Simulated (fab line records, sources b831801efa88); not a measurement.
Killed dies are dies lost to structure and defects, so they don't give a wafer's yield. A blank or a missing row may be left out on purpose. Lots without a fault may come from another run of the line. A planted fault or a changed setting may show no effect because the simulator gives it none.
fab line records | flow gf180mcu | part 1 of 2: steps 1 to 29 of 43
record lots=5 wafers=15 last_day=33
route steps=602 shown V3@448 M4@456 V4@476
lots that met no fault: from a run of the same line without faults
start_h: hours from the record's first day to the start of the lot's first wafer shown | wait_h: hours since the lot's step before | " the same as in the row above | L1.1+2: a row that stands for several wafers | - no value, or no start given | * or withheld: withheld | < > ~ a bound
route shown NAME@n: a module of which the file shows steps, and the number in the route of the first | usual: mean/standard deviation of fault-free wafers | same: alike in all rows | chamber/n: place in a boat | sites: the reading at each site | _std_site: their standard deviation | _edge_site: outer sites' mean less inner sites' | radius_mm: how far each site lies from the wafer's centre | mask NAME#n: copy n | behind: the tool/chamber that last shaped the wafer | hold: why the lot was held/for how many hours/how that ended | device: the transistor (n, p or np) that didn't switch | end of line: the same wafers' tests at the end of the route | a step without rows: its recipe alone | killed: dies lost to structure and defects at the first sort, not the wafer's yield | map: a wafer's dies, x killed, . not, _ none there
set.NAME: the setting as run; set.NAME@STEP: as run at that earlier step | model.NAME: the simulator's own value behind a step, which no gauge read
lots at some steps of the route; a table a step, a row a wafer
services: from which hour (start_h, from the record's first day; less than 0 if before it) a tool's chamber was out of use, for how many hours, and why
## steps
# step GF_V3_STRIP_19
# recipe chemistry=post_etch_residue_remover time_s=1200 temp_c=72.5
# columns lot.wafer tool chamber start_h wait_h
L075.2+3+5 wet_bench-04 2 511.76 0.1
L077.3+5+6 wet_bench-01 2 535.11 0.0
L078.2+3+4 wet_bench-01 3 545.82 0.1
L091.1+3+4 wet_bench-04 3 654.62 0.1
L090.3+4+5 wet_bench-02 1 656.64 0.0
# step GF_V3_CLEAN_20
# recipe chemistry=DIW dry=n2_spin
# columns lot.wafer tool chamber start_h wait_h
L075.2+3+5 wet_bench-04 0 512.10 0.0
L077.3+5+6 wet_bench-02 0 535.45 0.0
L078.2+3+4 wet_bench-02 3 546.19 0.0
L091.1+3+4 wet_bench-02 3 654.96 0.0
L090.3+4+5 wet_bench-04 3 657.01 0.0
# step GF_V3_SPUTTER_21
# recipe material=Ti target_thk_nm=15 chamber_pressure_pa=5 power_w=2500 substrate_temp_c=200 time_s=80.02
# usual throttle_valve_pct=29.7/0.87
# columns lot.wafer tool chamber start_h wait_h throttle_valve_pct
L075.2 pvd_sputter-03 - 512.19 0.0 28.2
L075.3 " - " " 30.9
L075.5 " - " " 30.7
L077.3 pvd_sputter-02 - 535.54 0.0 30.3
L077.5 " - " " 28.7
L077.6 " - " " 30.0
L078.2 pvd_sputter-03 - 546.28 0.0 29.0
L078.3 " - " " 29.5
L078.4 " - " " 30.8
L091.1 pvd_sputter-04 - 655.05 0.0 29.2
L091.3 " - " " 30.5
L091.4 " - " " 29.8
L090.3 pvd_sputter-04 - 657.11 0.0 29.1
L090.4 " - " " 29.9
L090.5 " - " " 29.9
# step GF_V3_SPUTTER_22
# recipe material=TiN target_thk_nm=10 chamber_pressure_pa=5 power_w=4000 time_s=40
# usual throttle_valve_pct=29.7/0.85
# columns lot.wafer tool chamber start_h wait_h throttle_valve_pct
L075.2 pvd_sputter-03 - 512.25 0.0 28.6
L075.3 " - " " 30.7
L075.5 " - " " 31.0
L077.3 pvd_sputter-02 - 535.60 0.0 30.2
L077.5 " - " " 28.9
L077.6 " - " " 30.1
L078.2 pvd_sputter-03 - 546.34 0.0 28.7
L078.3 " - " " 29.3
L078.4 " - " " 30.9
L091.1 pvd_sputter-04 - 655.11 0.0 29.3
L091.3 " - " " 30.8
L091.4 " - " " 29.7
L090.3 pvd_sputter-04 - 657.17 0.0 29.4
L090.4 " - " " 29.6
L090.5 " - " " 29.7
# step GF_V3_CVD_23
# recipe material=W target_thk_nm=350 time_s=104.9 temp_c=400 pressure_torr=40
# usual heater_power_w=902/75
# columns lot.wafer tool chamber start_h wait_h heater_power_w
L075.2 cvd_w-02 1 512.29 0.0 821
L075.3 " 1 " " 805
L075.5 " 1 " " 814
L077.3 cvd_w-01 1 535.68 0.1 897
L077.5 " 1 " " 893
L077.6 " 0 " " 1051
L078.2 cvd_w-02 0 546.38 0.0 909
L078.3 " 0 " " 904
L078.4 " 1 " " 835
L091.1 cvd_w-02 1 655.15 0.0 813
L091.3 " 0 " " 927
L091.4 " 1 " " 830
L090.3 cvd_w-02 1 657.24 0.1 838
L090.4 " 0 " " 897
L090.5 " 0 " " 895
# step GF_V3_RS_MEAS_24
# recipe thk_meas_gauge=four-point-probe reads=W_of_V3_CVD_23+TiN_of_V3_SPUTTER_22+Ti_of_V3_SPUTTER_21
# usual V3_W_RS=0.328/0.0033
# columns lot.wafer tool chamber start_h wait_h V3_W_RS[ohm/sq]
L075.2 film_metro-02 - 512.42 0.1 0.326
L075.3 " - " " 0.329
L075.5 " - " " 0.329
L077.3 film_metro-02 - 535.79 0.1 0.322
L077.5 " - " " 0.324
L077.6 " - " " 0.319
L078.2 film_metro-01 - 546.51 0.1 0.328
L078.3 " - " " 0.327
L078.4 " - " " 0.333
L091.1 film_metro-03 - 655.26 0.1 0.330
L091.3 " - " " 0.329
L091.4 " - " " 0.331
L090.3 film_metro-02 - 657.36 0.1 0.331
L090.4 " - " " 0.331
L090.5 " - " " 0.331
# step GF_V3_THK_MEAS_25
# recipe thk_meas_gauge=xrf reads=W_of_V3_CVD_23
# usual V3_W_THK=364/4.4
# columns lot.wafer tool chamber start_h wait_h V3_W_THK[nm]
L075.2 film_metro-02 - 512.53 0.1 367
L075.3 " - " " 361
L075.5 " - " " 364
L077.3 film_metro-02 - 535.89 0.1 374
L077.5 " - " " 369
L077.6 " - " " 377
L078.2 film_metro-01 - 546.62 0.1 362
L078.3 " - " " 365
L078.4 " - " " 358
L091.1 film_metro-03 - 655.38 0.1 359
L091.3 " - " " 358
L091.4 " - " " 358
L090.3 film_metro-02 - 657.46 0.1 364
L090.4 " - " " 363
L090.5 " - " " 358
# step GF_V3_CMP_26
# recipe stop_on=SiO2 down_force_psi=3.5 platen_rpm=60 t_overpolish_s=15 target_thk_nm=0 pad_velocity_m_s=0.94248
# usual head_pressure_psi=3.499/0.0078 motor_current_A=10.3/1.1 overpolish_run_s=15.000/0.0081 time_to_endpoint_s=84/3.3
# columns lot.wafer tool chamber start_h wait_h head_pressure_psi motor_current_A overpolish_run_s time_to_endpoint_s
L075.3 cmp-02 2 512.67 0.1 3.506 8.7 15.009 84
L075.2 " 3 " " 3.497 11.1 14.995 87
L075.5 " 3 " " 3.501 10.6 14.998 87
L077.3 cmp-01 2 535.98 0.1 3.503 9.8 15.008 89
L077.5 " 1 " " 3.508 12.0 15.004 87
L077.6 " 2 " " 3.491 9.5 15.007 89
L078.4 cmp-02 2 546.67 0.0 3.506 9.1 15.009 82
L078.2 " 3 " " 3.502 10.5 15.009 82
L078.3 " 1 " " 3.486 11.9 14.995 80
L091.1 cmp-02 2 655.44 0.1 3.506 9.0 14.987 79
L091.3 " 0 " " 3.498 10.0 14.993 79
L091.4 " 1 " " 3.489 12.2 15.000 79
L090.3 cmp-02 0 657.50 0.0 3.491 10.0 14.997 79
L090.4 " 3 " " 3.492 10.8 14.987 79
L090.5 " 0 " " 3.497 9.9 15.007 77
# step GF_M4_SPUTTER_00
# recipe material=Ti target_thk_nm=37.5 arriving_ion_energy_ev=80 substrate_temp_c=200 chamber_pressure_pa=2 power_w=4000 time_s=150
# usual throttle_valve_pct=29.8/0.94
# columns lot.wafer tool chamber start_h wait_h throttle_valve_pct
L075.2 pvd_sputter-02 - 512.97 0.2 31.0
L075.3 " - " " 28.9
L075.5 " - " " 28.5
L077.3 pvd_sputter-01 - 536.23 0.2 30.7
L077.5 " - " " 30.8
L077.6 " - " " 30.7
L078.2 pvd_sputter-02 - 546.97 0.2 30.0
L078.3 " - " " 31.1
L078.4 " - " " 28.6
L091.1 pvd_sputter-01 - 655.74 0.2 30.1
L091.3 " - " " 30.8
L091.4 " - " " 30.8
L090.3 pvd_sputter-01 - 657.80 0.2 30.8
L090.4 " - " " 30.8
L090.5 " - " " 30.8
# step GF_M4_SPUTTER_01
# recipe material=TiN target_thk_nm=30 power_w=6500 time_s=25 chamber_pressure_pa=0.4
# usual throttle_valve_pct=29.8/0.93
# columns lot.wafer tool chamber start_h wait_h throttle_valve_pct
L075.2 pvd_sputter-02 - 513.07 0.1 31.1
L075.3 " - " " 28.5
L075.5 " - " " 28.8
L077.3 pvd_sputter-01 - 536.33 0.1 30.7
L077.5 " - " " 30.8
L077.6 " - " " 30.7
L078.2 pvd_sputter-02 - 547.07 0.1 29.9
L078.3 " - " " 30.8
L078.4 " - " " 28.7
L091.1 pvd_sputter-01 - 655.84 0.1 30.2
L091.3 " - " " 30.7
L091.4 " - " " 30.8
L090.3 pvd_sputter-01 - 657.90 0.1 30.5
L090.4 " - " " 30.9
L090.5 " - " " 30.4
# step GF_M4_SPUTTER_02
# recipe material=AlCu target_thk_nm=450 power_w=10600 time_s=23.9 chamber_pressure_pa=0.4
# usual throttle_valve_pct=29.8/0.96
# columns lot.wafer tool chamber start_h wait_h throttle_valve_pct
L075.2 pvd_sputter-02 - 513.10 0.0 30.7
L075.3 " - " " 28.6
L075.5 " - " " 29.0
L077.3 pvd_sputter-01 - 536.36 0.0 30.8
L077.5 " - " " 30.8
L077.6 " - " " 30.9
L078.2 pvd_sputter-02 - 547.10 0.0 30.0
L078.3 " - " " 30.9
L078.4 " - " " 28.6
L091.1 pvd_sputter-01 - 655.88 0.0 30.0
L091.3 " - " " 30.5
L091.4 " - " " 30.6
L090.3 pvd_sputter-01 - 657.93 0.0 30.7
L090.4 " - " " 30.7
L090.5 " - " " 30.6
# step GF_M4_SPUTTER_03
# recipe material=Ti target_thk_nm=10 substrate_temp_c=300 chamber_pressure_pa=0.3 power_w=3000 time_s=6.7
# usual throttle_valve_pct=29.8/0.95
# columns lot.wafer tool chamber start_h wait_h throttle_valve_pct
L075.2 pvd_sputter-02 - 513.13 0.0 31.0
L075.3 " - " " 28.6
L075.5 " - " " 28.7
L077.3 pvd_sputter-01 - 536.39 0.0 30.8
L077.5 " - " " 30.6
L077.6 " - " " 31.0
L078.2 pvd_sputter-02 - 547.13 0.0 30.1
L078.3 " - " " 31.2
L078.4 " - " " 28.4
L091.1 pvd_sputter-01 - 655.91 0.0 30.0
L091.3 " - " " 30.6
L091.4 " - " " 30.8
L090.3 pvd_sputter-01 - 657.96 0.0 30.8
L090.4 " - " " 30.7
L090.5 " - " " 30.6
# step GF_M4_SPUTTER_04
# recipe material=TiN target_thk_nm=50 power_w=6500 time_s=41.7 chamber_pressure_pa=0.4
# usual throttle_valve_pct=29.8/0.94
# columns lot.wafer tool chamber start_h wait_h throttle_valve_pct
L075.2 pvd_sputter-02 - 513.15 0.0 30.9
L075.3 " - " " 28.4
L075.5 " - " " 28.6
L077.3 pvd_sputter-01 - 536.41 0.0 30.8
L077.5 " - " " 30.6
L077.6 " - " " 30.6
L078.2 pvd_sputter-02 - 547.15 0.0 29.8
L078.3 " - " " 31.0
L078.4 " - " " 28.8
L091.1 pvd_sputter-01 - 655.93 0.0 30.1
L091.3 " - " " 30.7
L091.4 " - " " 30.7
L090.3 pvd_sputter-01 - 657.98 0.0 30.9
L090.4 " - " " 30.9
L090.5 " - " " 30.8
# step GF_M4_RS_MEAS_05
# recipe thk_meas_gauge=four-point-probe reads=TiN_of_M4_SPUTTER_04+Ti_of_M4_SPUTTER_03+AlCu_of_M4_SPUTTER_02+TiN_of_M4_SPUTTER_01+Ti_of_M4_SPUTTER_00
# usual M4_ALCU_RS=0.0693/0.0009
# columns lot.wafer tool chamber start_h wait_h M4_ALCU_RS[ohm/sq]
L075.2 film_metro-02 - 513.21 0.0 0.0704
L075.3 " - " " 0.0696
L075.5 " - " " 0.0695
L077.3 film_metro-02 - 536.52 0.1 0.0678
L077.5 " - " " 0.0684
L077.6 " - " " 0.0676
L078.2 film_metro-02 - 547.21 0.0 0.0688
L078.3 " - " " 0.0692
L078.4 " - " " 0.0687
L091.1 film_metro-04 - 655.97 0.0 0.0693
L091.3 " - " " 0.0690
L091.4 " - " " 0.0686
L090.3 film_metro-01 - 658.06 0.1 0.0681
L090.4 " - " " 0.0688
L090.5 " - " " 0.0689
# step GF_M4_THK_MEAS_06
# recipe thk_meas_gauge=xrf reads=AlCu_of_M4_SPUTTER_02
# usual M4_ALCU_THK=445/6.2
# columns lot.wafer tool chamber start_h wait_h M4_ALCU_THK[nm]
L075.2 film_metro-02 - 513.32 0.1 439
L075.3 " - " " 442
L075.5 " - " " 445
L077.3 film_metro-02 - 536.62 0.1 455
L077.5 " - " " 447
L077.6 " - " " 454
L078.2 film_metro-02 - 547.32 0.1 446
L078.3 " - " " 445
L078.4 " - " " 447
L091.1 film_metro-04 - 656.09 0.1 450
L091.3 " - " " 451
L091.4 " - " " 455
L090.3 film_metro-01 - 658.16 0.1 451
L090.4 " - " " 445
L090.5 " - " " 443
# step GF_M4_DEHYDRATE_07
# recipe temp_c=200 time_s=60
# columns lot.wafer tool chamber start_h wait_h
L075.2+3+5 litho_track-02 0 523.96 10.6
L077.3+5+6 litho_track-02 0 546.83 10.2
L078.2+3+4 litho_track-01 0 557.99 10.7
L091.1+3+4 litho_track-03 0 665.47 9.4
L090.3+4+5 litho_track-02 0 666.93 8.8
# step GF_M4_HMDS_08
# recipe prime_time_s=60 prime_temp_c=120
# columns lot.wafer tool chamber start_h wait_h
L075.2+3+5 litho_track-02 0 524.11 0.1
L077.3+5+6 litho_track-02 0 546.98 0.1
L078.2+3+4 litho_track-01 0 558.14 0.1
L091.1+3+4 litho_track-03 0 665.62 0.1
L090.3+4+5 litho_track-02 0 667.08 0.1
# step GF_M4_COAT_09
# recipe resist=KrF spin_rpm=withheld resist_thk_nm=1000
# columns lot.wafer tool chamber start_h wait_h
L075.2+3+5 litho_track-02 0 524.26 0.1
L077.3+5+6 litho_track-02 0 547.13 0.1
L078.2+3+4 litho_track-01 0 558.29 0.1
L091.1+3+4 litho_track-03 0 665.77 0.1
L090.3+4+5 litho_track-02 0 667.23 0.1
# step GF_M4_SOFTBAKE_10
# recipe temp_c=130 time_s=60 resist=KrF
# columns lot.wafer tool chamber start_h wait_h
L075.2+3+5 litho_track-02 0 524.41 0.1
L077.3+5+6 litho_track-02 0 547.28 0.1
L078.2+3+4 litho_track-01 0 558.44 0.1
L091.1+3+4 litho_track-03 0 665.92 0.1
L090.3+4+5 litho_track-02 0 667.38 0.1
# step GF_M4_EXPOSE_11
# recipe mask_id=Metal4 target_cd_nm=280 na=0.68 source_shape=conventional sigma_outer=0.6 dose_mj=28
# usual focus_offset_nm=0.0/0.47
# columns lot.wafer tool chamber start_h wait_h mask focus_offset_nm
L075.2 krf_scanner-02 0 - - Metal4#0 -0.2
L075.3 " 0 " " Metal4#0 0.4
L075.5 " 0 " " Metal4#0 0.1
L077.3 krf_scanner-02 0 - - Metal4#0 0.3
L077.5 " 0 " " Metal4#0 -0.1
L077.6 " 0 " " Metal4#0 0.9
L078.2 krf_scanner-01 0 - - Metal4#0 0.9
L078.3 " 0 " " Metal4#0 0.1
L078.4 " 0 " " Metal4#0 0.2
L091.1 krf_scanner-02 0 - - Metal4#0 0.2
L091.3 " 0 " " Metal4#0 -0.9
L091.4 " 0 " " Metal4#0 -0.3
L090.3 krf_scanner-01 0 - - Metal4#0 0.6
L090.4 " 0 " " Metal4#0 -0.4
L090.5 " 0 " " Metal4#0 0.4
# step GF_M4_PEB_12
# recipe peb_temp_c=135 peb_time_s=90 resist=KrF
# same peb_time_s=90
# columns lot.wafer tool chamber start_h wait_h
L075.2+3+5 litho_track-03 0 - -
L077.3+5+6 litho_track-03 0 - -
L078.2+3+4 litho_track-02 0 - -
L091.1+3+4 litho_track-02 0 - -
L090.3+4+5 litho_track-03 0 - -
# step GF_M4_DEVELOP_13
# recipe develop_time_s=60 dev_temp_c=21
# columns lot.wafer tool chamber start_h wait_h
L075.2+3+5 litho_track-03 0 535.90 0.2
L077.3+5+6 litho_track-03 0 558.62 0.1
L078.2+3+4 litho_track-02 0 569.06 0.2
L091.1+3+4 litho_track-02 0 674.98 0.2
L090.3+4+5 litho_track-03 0 676.17 0.1
# step GF_M4_CD_MEAS_14
# recipe target_cd_nm=280
# usual cd_nm=280.0/1.2
# columns lot.wafer tool chamber start_h wait_h cd_nm
L075.2 cd_sem-02 - 536.04 0.1 281.7
L075.3 " - " " 280.9
L075.5 " - " " 282.2
L077.3 cd_sem-02 - 558.76 0.1 281.4
L077.5 " - " " 281.4
L077.6 " - " " 281.0
L078.2 cd_sem-01 - 569.20 0.1 279.9
L078.3 " - " " 281.8
L078.4 " - " " 280.7
L091.1 cd_sem-02 - 675.13 0.1 279.7
L091.3 " - " " 278.9
L091.4 " - " " 278.5
L090.3 cd_sem-01 - 676.31 0.1 278.4
L090.4 " - " " 277.8
L090.5 " - " " 279.3
# step GF_M4_OVL_MEAS_15
# usual M4_OVL=-1/5.5
# columns lot.wafer tool chamber start_h wait_h M4_OVL[nm]
L075.2 overlay-02 - 536.15 0.1 -9
L075.3 " - " " -8
L075.5 " - " " -2
L077.3 overlay-02 - 558.85 0.1 0
L077.5 " - " " 1
L077.6 " - " " -2
L078.2 overlay-02 - 569.31 0.1 -2
L078.3 " - " " -8
L078.4 " - " " -1
L091.1 overlay-02 - 675.25 0.1 -3
L091.3 " - " " -4
L091.4 " - " " -2
L090.3 overlay-01 - 676.40 0.1 5
L090.4 " - " " 13
L090.5 " - " " -1
# step GF_M4_METAL_ETCH_16
# recipe chemistry=Cl2/BCl3 mask_material=KrF target_depth_nm=750.8 stop_on=SiO2 pressure_mtorr=8 icp_w=800 bias_w=140 Cl2_flow_sccm=80 bcl3_flow_sccm=40 time_s=125.1
# usual drypump_motor_current_A=5.8/0.46 oes_product_au=0.990/0.0056 throttle_valve_pct=28.231/0.01
# columns lot.wafer tool chamber start_h wait_h drypump_motor_current_A oes_product_au rf_hours_counter_h throttle_valve_pct
L075.2 rie_metal-03 1 536.18 0.0 5.7 0.987 8 28.229
L075.3 " 1 " " 5.7 0.993 - 28.222
L075.5 " 1 " " 5.7 0.999 - 28.228
L077.3 rie_metal-03 1 558.92 0.1 5.7 0.991 - 28.244
L077.5 " 0 " " 5.0 0.982 - 28.226
L077.6 " 1 " " 5.6 0.991 - 28.232
L078.2 rie_metal-01 0 569.34 0.0 6.3 0.989 13 28.238
L078.3 " 0 " " 6.3 0.994 - 28.215
L078.4 " 1 " " 5.9 0.990 - 28.235
L091.1 rie_metal-01 0 675.29 0.0 6.3 0.980 3 28.239
L091.3 " 0 " " 6.3 0.995 - 28.228
L091.4 " 1 " " 5.9 0.992 - 28.232
L090.3 rie_metal-02 0 676.47 0.1 5.1 0.994 - 28.240
L090.4 " 1 " " 6.1 0.989 - 28.255
L090.5 " 0 " " 5.1 0.984 - 28.227
# step GF_M4_STRIP_17
# recipe chemistry=O2/N2 power_w=1400 pressure_mtorr=1500 platen_temp_c=250 o2_flow_sccm=3000 n2_flow_sccm=300 overash_fraction=0.5
# usual drypump_motor_current_A=5.8/0.47 heater_power_w=321/22 oes_product_au=0.538/0.0049 strip_time_to_endpoint_s=7.38/0.036
# columns lot.wafer tool chamber start_h wait_h drypump_motor_current_A heater_power_w oes_product_au rf_hours_counter_h strip_time_to_endpoint_s
L075.2 plasma_asher-02 1 536.31 0.1 5.7 338 0.525 45 7.38
L075.3 " 1 " " 5.7 339 0.543 - 7.42
L075.5 " 1 " " 5.7 341 0.544 - 7.41
L077.3 plasma_asher-02 1 559.04 0.1 5.7 330 0.530 - 7.39
L077.5 " 1 " " 5.7 341 0.542 - 7.42
L077.6 " 0 " " 5.5 351 0.538 - 7.38
L078.2 plasma_asher-02 1 569.47 0.1 5.7 334 0.545 49 7.43
L078.3 " 1 " " 5.7 333 0.546 - 7.40
L078.4 " 0 " " 5.5 353 0.534 - 7.40
L091.1 plasma_asher-03 1 675.41 0.1 5.5 295 0.534 85 7.39
L091.3 " 1 " " 5.5 295 0.542 - 7.39
L091.4 " 0 " " 6.6 314 0.536 - 7.32
L090.3 plasma_asher-02 1 676.59 0.1 5.7 334 0.541 - 7.42
L090.4 " 0 " " 5.6 362 0.532 - 7.44
L090.5 " 0 " " 5.6 355 0.548 - 7.44
# step GF_M4_STRIP_18
# recipe chemistry=post_etch_residue_remover time_s=1200 temp_c=72.5
# columns lot.wafer tool chamber start_h wait_h
L075.2+3+5 wet_bench-03 3 536.41 0.1
L077.3+5+6 wet_bench-01 3 559.11 0.0
L078.2+3+4 wet_bench-02 1 569.57 0.1
L091.1+3+4 wet_bench-01 1 675.51 0.1
L090.3+4+5 wet_bench-02 3 676.66 0.0
# step GF_M4_CLEAN_19
# recipe chemistry=DIW dry=n2_spin
# columns lot.wafer tool chamber start_h wait_h
L075.2+3+5 wet_bench-01 1 536.75 0.0
L077.3+5+6 wet_bench-02 3 559.48 0.0
L078.2+3+4 wet_bench-01 2 569.91 0.0
L091.1+3+4 wet_bench-03 0 675.89 0.0
L090.3+4+5 wet_bench-01 1 677.03 0.0
# step GF_V4_CVD_00
# recipe material=SiO2 target_thk_nm=600 sigma_open_frac=0.3 temp_c=400 time_s=100 sih4_flow_sccm=58.16 pressure_mtorr=6
# columns lot.wafer tool chamber start_h wait_h
L075.2+3+5 hdpcvd-01 1,0,2 536.84 0.0
L077.3+5+6 hdpcvd-01 2,0,1 559.57 0.0
L078.2+3+4 hdpcvd-01 2,0,0 570.00 0.0
L091.1+3+4 hdpcvd-01 0,2,0 675.98 0.0
L090.3+4+5 hdpcvd-01 2,0,1 677.13 0.0
